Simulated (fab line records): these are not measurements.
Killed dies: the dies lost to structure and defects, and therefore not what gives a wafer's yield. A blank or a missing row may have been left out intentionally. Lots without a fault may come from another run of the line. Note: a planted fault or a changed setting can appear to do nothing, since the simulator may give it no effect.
Which tool is to blame? | flow sky130 | Sampling: 12 lots, 36 wafers, 4 of 708 route steps

WHAT THE GAUGES READ, wafer by wafer
SKY_FIELD_ISO_BOW_MEAS_00. Usual: for INCOMING_BOW the level is 0 um and the standard deviation is 6.7.
lot  | measured    | on            | INCOMING_BOW (um) | flag
L210 | day 1 10:01 | film-metro-01 | -10 -3 -2         |
L211 | day 1 15:00 | film-metro-01 | 0 1 -1            |
L214 | day 2 06:02 | film-metro-01 | 7 5 3             |
L215 | day 2 11:00 | film-metro-01 | -1 -7 -7          |
L220 | day 3 12:01 | film-metro-04 | 4 -13 -12         |
L221 | day 3 17:02 | film-metro-04 | 2 5 -8            |
L223 | day 4 03:01 | film-metro-04 | 8 11 13           |
L225 | day 4 13:02 | film-metro-01 | 4 4 0             |
L227 | day 4 23:04 | film-metro-01 | 14 7 -5           |
L229 | day 5 09:00 | film-metro-01 | -3 -1 -10         |
L231 | day 5 19:01 | film-metro-03 | 9 3 7             |
L233 | day 6 05:01 | film-metro-03 | -12 -3 1          |

SKY_DNWELL_TW_MEAS_09. Usual: for DNWELL_TW the level is 1112 and the standard deviation is 7.9.
lot  | measured    | on            | DNWELL_TW      | flag
L210 | day 3 00:44 | film-metro-04 | 1108 1112 1112 |
L211 | day 3 11:55 | film-metro-02 | 1101 1104 1098 |
L214 | day 3 23:47 | film-metro-04 | 1116 1112 1109 |
L215 | day 4 08:17 | film-metro-03 | 1122 1116 1108 |
L220 | day 5 09:21 | film-metro-02 | 1102 1110 1103 |
L221 | day 5 14:26 | film-metro-02 | 1106 1099 1108 |
L223 | day 6 00:06 | film-metro-02 | 1111 1121 1113 |
L225 | day 6 15:01 | film-metro-02 | 1105 1106 1106 |
L227 | day 7 05:24 | film-metro-03 | 1107 1107 1108 |
L229 | day 7 11:00 | film-metro-02 | 1103 1098 1097 |
L231 | day 8 00:05 | film-metro-02 | 1109 1112 1108 |
L233 | day 8 10:07 | film-metro-04 | 1128 1121 1116 |

SKY_PWDE_TW_MEAS_10. Usual: for PWDE_TW the level is 374.7 and the standard deviation is 2.5.
lot  | measured    | on            | PWDE_TW           | flag
L210 | day 3 17:25 | film-metro-03 | 373.8 372.5 370.4 |
L211 | day 4 04:13 | film-metro-03 | 371.9 370.6 371.5 |
L214 | day 4 16:46 | film-metro-03 | 373.9 373.7 372.6 |
L215 | day 5 01:09 | film-metro-03 | 375.2 376.1 376.1 |
L220 | day 6 03:14 | film-metro-02 | 372.5 374.3 374.3 |
L221 | day 6 08:53 | film-metro-04 | 376.0 378.8 377.0 |
L223 | day 6 18:53 | film-metro-04 | 376.6 376.6 377.4 |
L225 | day 7 10:49 | film-metro-04 | 379.0 379.7 378.5 |
L227 | day 8 02:14 | film-metro-04 | 375.2 375.9 377.3 |
L229 | day 8 08:13 | film-metro-04 | 378.2 379.3 378.5 |
L231 | day 8 20:58 | film-metro-02 | 375.8 374.3 372.9 |
L233 | day 9 07:04 | film-metro-02 | 371.1 371.7 373.3 |

WHICH TOOL RAN EACH LOT (tool, then ch and the chambers of the sampled wafers, then the start)
lot  | SKY_FIELD_ISO_ETCH_17
L210 | rie-si-02 ch 1,2,3, day 2 03:59
L211 | rie-si-02 ch 0,1,2, day 2 09:59
L214 | rie-si-02 ch 1,2, day 3 01:13
L215 | rie-si-02 ch 1,2, day 3 07:26
L220 | rie-si-01 ch 0,1,3, day 4 09:43
L221 | rie-si-01 ch 0,1,3, day 4 13:29
L223 | rie-si-02 ch 0,1,2, day 4 23:32
L225 | rie-si-02 ch 0,1,2, day 5 10:32
L227 | rie-si-02 ch 2,3, day 6 00:34
L229 | rie-si-02 ch 0,1,3, day 6 09:17
L231 | rie-si-02 ch 0,3, day 6 20:19
L233 | rie-si-02 ch 2,3, day 7 07:29
- SKY_FIELD_ISO_ETCH_17: etches Si in HBr/Cl2/O2, target depth 342 nm, time 97.7 s.

AS READ BY THE TOOLS THEMSELVES (means over the sampled wafers that have a number; for cases with no such wafer, the mark the record gives instead)
SKY_FIELD_ISO_ETCH_17. Usual: drypump-motor-current-A 5.9 A, standard deviation 0.31; mfc-cl2-sccm 39.98 sccm, standard deviation 0.13; oes-product-au 1.001 a.u., standard deviation 0.0078; rf-fwd-power-W 596.5 W, standard deviation 2; throttle-valve-pct 25.655 %, standard deviation 0.011.
lot  | tool      | drypump-motor-current-A (A) | mfc-cl2-sccm (sccm) | oes-product-au (a.u.) | rf-fwd-power-W (W) | throttle-valve-pct (%) | flag
L210 | rie-si-02 | 5.8                         | 39.98               | 1.000                 | 596.5              | 25.659                 |
L211 | rie-si-02 | 5.7                         | 39.92               | 0.995                 | 599.0              | 25.653                 |
L214 | rie-si-02 | 5.9                         | 39.94               | 0.993                 | 597.6              | 25.666                 |
L215 | rie-si-02 | 5.9                         | 39.93               | 0.993                 | 598.1              | 25.657                 |
L220 | rie-si-01 | 6.1                         | 40.02               | 1.025                 | 627.8              | 25.647                 | OFF
L221 | rie-si-01 | 6.1                         | 40.07               | 1.028                 | 626.8              | 25.650                 | OFF
L223 | rie-si-02 | 5.7                         | 40.06               | 0.996                 | 596.1              | 25.654                 |
L225 | rie-si-02 | 5.7                         | 40.05               | 0.996                 | 598.4              | 25.665                 |
L227 | rie-si-02 | 5.8                         | 39.94               | 1.000                 | 598.2              | 25.647                 |
L229 | rie-si-02 | 5.6                         | 40.04               | 1.001                 | 596.4              | 25.669                 |
L231 | rie-si-02 | 5.5                         | 40.18               | 0.994                 | 597.1              | 25.664                 |
L233 | rie-si-02 | 5.8                         | 39.82               | 1.009                 | 597.7              | 25.648                 |

THE ANSWER, worked out from the rows above alone
Rule: take the mean of a lot's wafers that have a number; if it is more than 3 standard deviations from the usual mean, the lot is off. A lot without any number at a reading at which 4 lots or more have one is off too. Where the step has rows for the other lots, those lots are counted as sound. The gauges are gone through in route order, then the tools' own readings, and for those a lot's mean is taken as printed above. The first step at which some lot is off is used, and at that step the reading that is off furthest; a lot without a number counts as furthest.
Off: L220, L221 (SKY_FIELD_ISO_ETCH_17, rf-fwd-power-W).
If a tool, at that step or one of the process steps before it, ran each lot that is off and ran no sound lot following the first of them, it fits. One fits: SKY_FIELD_ISO_ETCH_17 on rie-si-01. It ran no sound lot before its first lot that is off in this sample, so the start can't be narrowed down.
The tool's own readings at SKY_FIELD_ISO_ETCH_17 bear it out: on the lots that are off they differ by more than 5 times the standard deviation of the sound lots' means. oes-product-au reads 1.026 a.u. there against 0.998 a.u. on the sound lots; rf-fwd-power-W reads 627.3 W there against 597.5 W on the sound lots.

WHAT THE SIMULATOR HAD PUT IN
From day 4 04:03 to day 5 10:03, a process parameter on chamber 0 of rie-si-01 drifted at SKY_FIELD_ISO_ETCH_17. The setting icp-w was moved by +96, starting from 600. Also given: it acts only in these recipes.
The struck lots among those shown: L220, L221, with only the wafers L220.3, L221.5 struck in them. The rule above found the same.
